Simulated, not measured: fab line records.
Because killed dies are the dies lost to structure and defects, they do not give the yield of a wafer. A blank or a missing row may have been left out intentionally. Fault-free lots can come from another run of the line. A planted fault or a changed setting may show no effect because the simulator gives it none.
2 desks looking at one fault -- flow sfq-line -- what lay behind the numbers comes last; until then each desk has only its own

## FROM THE METROLOGY DESK
Lot by lot, what the gauges showed, no matter which tool ran the lot: averages of those sampled wafers that carry a number. If a lot's mean is further than 4 standard deviations from the usual mean, the lot is out of limits and carries the mark OUT (the distance appears in the brackets).
Columns: A = INCOMING_BOW at SFQ_INCOMING_BOW_MEAS_900, usual 0 um; B = L0_MONX_KI_RS at SFQ_L0_RS_MEAS_901, usual 43.4 ohm/sq; C = L0_MONX_KI_THK at SFQ_L0_THK_MEAS_902, usual 40.6 nm; D = L0V_OVL at SFQ_L0V_OVL_MEAS_903, usual 1 nm; E = M0_NB_RS at SFQ_M0_RS_MEAS_904, usual 0.889 ohm/sq; F = M8_BOW at SFQ_M8_BOW_MEAS_951, usual 8 um
lot,first seen here,A,B,C,D,E,F
L824,day 2 01:01,-3,42.3,41.2,0,0.897,17
L830,day 3 07:01,3,44.1,39.5,3,0.883,13
L840,day 5 09:00,5,43.8,40.2,3,0.902,6
L841,day 5 14:00,-0,40.2 (-5.5) OUT,44.1 (+6.4) OUT,-5,0.895,3
L842,day 5 19:02,2,38.1 (-9.2) OUT,46.4 (+10) OUT,-4,0.887,13
L843,day 6 00:00,-4,44.0,40.1,1,0.889,-12
Per this desk, out of limits: L841, L842; the first was L841, day 5 16:34 (L0_MONX_KI_RS at SFQ_L0_RS_MEAS_901). L824, L830, L840, L843 stayed within limits.

## FOR THE TOOL OWNER'S DESK: pvd-sputter-03
The tool's own readings at SFQ_TRILAYER_L0_DEP_SPUTTER_003 (material MoNx KI, target thk 40 nm, time 100 s): means of the sampled wafers that have a number, for each lot that ran on this tool. If a lot's mean is further than 4 standard deviations from the usual mean, the lot is out of limits and carries the mark OUT (the distance appears in the brackets).
Columns: A = cathode-dc-power-W at SFQ_TRILAYER_L0_DEP_SPUTTER_003, usual 799.99 W; B = throttle-valve-pct at SFQ_TRILAYER_L0_DEP_SPUTTER_003, usual 30.0 %
lot,first seen here,A,B
L824,day 2 03:29,800.02,29.4
L841,day 5 16:29,857.85 (+99 or more) OUT,29.3
L842,day 5 21:29,915.92 (+99 or more) OUT,29.3
This desk finds L841, L842 out of limits, L841 being first, at day 5 16:29 (cathode-dc-power-W at SFQ_TRILAYER_L0_DEP_SPUTTER_003). L824 stayed within limits.

## ALL TOGETHER
At day 5 16:29, on L841, L842, the tool owner's desk was in a position to raise an alarm.
An alarm was possible from the metrology desk at day 5 16:34, on L841, L842.
SFQ_TRILAYER_L0_DEP_SPUTTER_003 was run on pvd-sputter-03 by each of the lots named.

## WHAT THE SIMULATOR PUT IN
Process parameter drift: pvd-sputter-03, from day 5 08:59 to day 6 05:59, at SFQ_TRILAYER_L0_DEP_SPUTTER_003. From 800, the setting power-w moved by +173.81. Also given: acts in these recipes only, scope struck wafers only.
Lots struck among those shown: L841, L842.
Delay (hours) between the fault's onset and each desk's first out-of-limits reading: 8 at the tool owner's desk, 8 at the metrology desk.
